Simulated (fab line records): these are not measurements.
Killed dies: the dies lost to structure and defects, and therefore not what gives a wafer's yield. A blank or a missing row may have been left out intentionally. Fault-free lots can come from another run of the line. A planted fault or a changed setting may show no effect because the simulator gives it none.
Problem report, 8D (eight disciplines) form, completed by code | flow gf180mcu | the parts of the form that need people (team, actions taken, sign-off) are left out

== 1. PROBLEM STATEMENT ==
Wafers free of any fault read 688 (standard deviation 8.2) for VT_IMPLANT_4_TW at GF_VT_IMPLANT_TW_MEAS_43, against a mean of 621 on 4 wafers of 3 lots. Measured from the usual mean, that is -8.1 standard deviations.
First observed at day 11 00:28: wafer L759.6, on film_metro-01. The record holds 42 wafers of 15 lots with a number at this step. Rule for "out" (also "out of limits"): further than 4 standard deviations from the usual mean. Any other wafer with a number is counted as sound.

== 2. WHAT IT IS, AND WHAT IT ISN'T ==
question                    | is                             | is not
which readings at this step | VT_IMPLANT_4_TW                | -
which lots                  | L759, L760, L761               | L747, L748, L750, L751, L752, L754, L764, L765, L766, L767, L768, L770
which wafers of those lots  | L759.6, L760.1, L760.6, L761.6 | L759.2, L761.2
read on which gauges        | film_metro-01                  | film_metro-02, film_metro-04
when                        | from day 11 00:28              | up to then (19 sound wafers); but 19 sound wafers of L761, L764, L765, L766, L767, L768, L770 came after

== 3. THE SUSPECTS, EACH WITH WHAT RULES IT OUT ==
Counting: a tool at a process step up to the reading stays a suspect if it ran every lot that is out. Sound lots after the first of them don't rule it out here, since some wafers of a struck lot are sound.
- the gauge at GF_VT_IMPLANT_TW_MEAS_43: kept. All the wafers that are out were read on film_metro-01, and no step on other tools shows them out.
- implanter-04 at GF_VT_IMPLANT_IMPLANT_41: kept. It ran every lot that is out, first L759 (day 11 00:14); its last sound lot up to then is L754 (day 9 13:23).
Left after counting: implanter-04 at GF_VT_IMPLANT_IMPLANT_41, film_metro-01 at GF_VT_IMPLANT_TW_MEAS_43.

== 4. THE CAUSE (what the simulator had put in) ==
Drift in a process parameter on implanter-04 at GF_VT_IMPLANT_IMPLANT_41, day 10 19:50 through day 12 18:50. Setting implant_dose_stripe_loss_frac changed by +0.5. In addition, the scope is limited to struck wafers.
Counting left 2 suspects, and this tool is among them.

== 5. THE EFFECT CHAIN, in route order ==
Rows list readings where the struck wafers' mean (over those with a number) sits beyond 3 standard deviations from the usual. Only readings whose record carries a usual standard deviation are examined. hours: median over the lots of the time between each lot's start at the first step of this table that gives one and its start at this step. sigmas: the change, counted in usual standard deviations.
hours | step                     | reading         | usual | on struck wafers | change | sigmas
0     | GF_VT_IMPLANT_TW_MEAS_43 | VT_IMPLANT_4_TW | 688   | 621              | -67    | -8.1
At these later measuring or inspecting steps, every struck wafer for which the step has a row has a number for every such reading, and none has moved that far: GF_V1_BOW_MEAS_05, GF_V3_THK_MEAS_25, GF_PASSIVATION_BOW_MEAS_14.

== 6. HOW IT WOULD HAVE BEEN CAUGHT EARLIER ==
Counted from the fault's start at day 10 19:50, it took 5 hours until the first out-of-limits reading at a measuring or inspecting step in this record, taken at day 11 00:28.
Among the 3 lots that are out, L760, L761 began GF_VT_IMPLANT_IMPLANT_41 on implanter-04 after day 11 00:28. A hold on the tool at that time would have spared those 2.
